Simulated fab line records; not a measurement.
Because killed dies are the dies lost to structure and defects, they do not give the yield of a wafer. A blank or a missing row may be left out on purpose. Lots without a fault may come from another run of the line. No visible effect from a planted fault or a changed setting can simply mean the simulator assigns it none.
Struck lot and sound lot, side by side -- flow sky130 -- 17 steps out of a route of 708
Sound: these wafers, L472.2, L472.3, L472.5. Struck: wafers L468.1, L468.2, L468.3. Last of all comes the cause.
Order at every step that has rows: each side's tool, ch and its chambers, its first start. Under that, the readings that differ: sound wafers -- struck wafers -- difference of the means -- sigmas: that difference in standard deviations of wafers without a fault.
alike: a reading whose means differ by less than 2 such deviations, as well as words and numbers matching on both sides. not compared: withheld readings; readings where some wafer has no value; bounds like >300 that might hide an equal value; numbers whose values overlap and for which the record gives no deviation.
A row with sigmas, a row that says differs or no value, or rows on one side alone: a step with any of these is where the two part. When numbers do not overlap yet have no deviation, they are printed without sigmas and do not part them. A reading missing from all wafers of one side parts the sides only when that side holds two or more wafers.

first, 3 steps without rows for these wafers: SKY_LI_CONTACT_EXPOSE_09 (exposes mask LICM1, target cd 170 nm); SKY_LI_CONTACT_PEB_10; SKY_LI_CONTACT_DEVELOP_11 (develop time 60 s).
SKY_LI_CONTACT_CD_MEAS_12: target cd 170 nm.
  sound on cd_sem-02, day 36 05:03; struck on cd_sem-02, day 34 06:35
  alike: cd_nm
SKY_LI_CONTACT_OVL_MEAS_13:
  sound on overlay-01, day 36 05:09; struck on overlay-01, day 34 06:42
  alike: LI_CONTACT_OVL
SKY_LI_CONTACT_ETCH_14: etches BARC in N2/H2, stops on SiO2, time 45.9 s, target depth 60 nm.
  sound on rie_diel-01 ch 1,2,3, day 36 05:11; struck on rie_diel-01 ch 0,2,3, day 34 06:44
  alike: bias_w, drypump_motor_current_A, n2_flow_sccm, oes_product_au, throttle_valve_pct
  not compared: rf_hours_counter_h
SKY_LI_CONTACT_ETCH_15: etches PSG in C4F8/O2/Ar, stops on Si, target depth 600 nm.
  sound on rie_diel-01 ch 1,2,3, day 36 05:14; struck on rie_diel-01 ch 0,2,3, day 34 06:47
  alike: bias_w, oes_product_au
SKY_LI_CONTACT_STRIP_16: strips in O2/N2.
  sound on plasma_asher-02 ch 0,1, day 36 05:19; struck on plasma_asher-02 ch 0,1, day 34 06:52
  alike: drypump_motor_current_A, n2_flow_sccm, oes_product_au, strip_time_to_endpoint_s
  not compared: rf_hours_counter_h
then, 2 steps without rows for these wafers: SKY_LI_CONTACT_CLEAN_17 (cleans in NMP, time 600 s); SKY_LI_CONTACT_PRE_CLEAN_18 (time 5.6 s).
SKY_LI_CONTACT_SPUTTER_19: material Ti, target thk 20 nm, time 106.37 s.
  sound on pvd_sputter-02, day 36 05:37; struck on pvd_sputter-02, day 34 07:10
  alike: throttle_valve_pct
SKY_LI_CONTACT_SPUTTER_20: material TiN, target thk 20 nm, time 80 s.
  sound on pvd_sputter-02, day 36 05:41; struck on pvd_sputter-02, day 34 07:14
  alike: throttle_valve_pct
SKY_LI_CONTACT_CVD_21: deposits W, target thk 400 nm, time 120.56 s.
  sound on cvd_w-02 ch 0,1, day 36 05:45; struck on cvd_w-02 ch 0,1, day 34 07:17
  no value came back on the struck wafers for chamber_pressure_Torr (Torr), heater_power_outer_w (W), heater_power_w (W), time_s (s); on the sound wafers chamber_pressure_Torr (Torr) reads 40.10 40.08 39.95
SKY_LI_CONTACT_RS_MEAS_22: a four-point-probe measurement.
  sound on film_metro-03, day 36 05:54; struck on film_metro-02, day 34 07:25
reading,sound,struck,difference,sigmas
LI_CONTACT_W_RS (ohm/sq),0.284 0.287 0.288,25.217 25.379 25.399,+25.045,+99 or more
SKY_LI_CONTACT_THK_MEAS_23: measures by xrf.
  sound on film_metro-03, day 36 06:01; struck on film_metro-02, day 34 07:32
reading,sound,struck,difference,sigmas
LI_CONTACT_W_THK (nm),386 384 384,<0 <0 <0,differs,
SKY_LI_CONTACT_CMP_24: polishes, stops on PSG, t overpolish 20 s, target thk 0 nm.
  sound on cmp-01 ch 0,2,3, day 36 06:04; struck on cmp-02 ch 0,1,3, day 34 07:36
reading,sound,struck,difference,sigmas
time_to_endpoint_s (s),99 100 101,2 2 3,-98,-29
  alike: motor_current_A
-- a jump in the record: the struck wafers' starts before and after are 15 days apart (it breaks off in module LI_CONTACT and resumes in module PAD_OPEN, where the first step shown is number 708 of the route) --
SKY_PAD_OPEN_PROBE_99:
  rows exist in the record for the struck wafers here (prober-01, day 49 10:53), but not for the sound ones

## WHERE THEY PART
First at SKY_LI_CONTACT_CVD_21; last, within this record, at SKY_PAD_OPEN_PROBE_99.

WHY: the cause the simulator had injected
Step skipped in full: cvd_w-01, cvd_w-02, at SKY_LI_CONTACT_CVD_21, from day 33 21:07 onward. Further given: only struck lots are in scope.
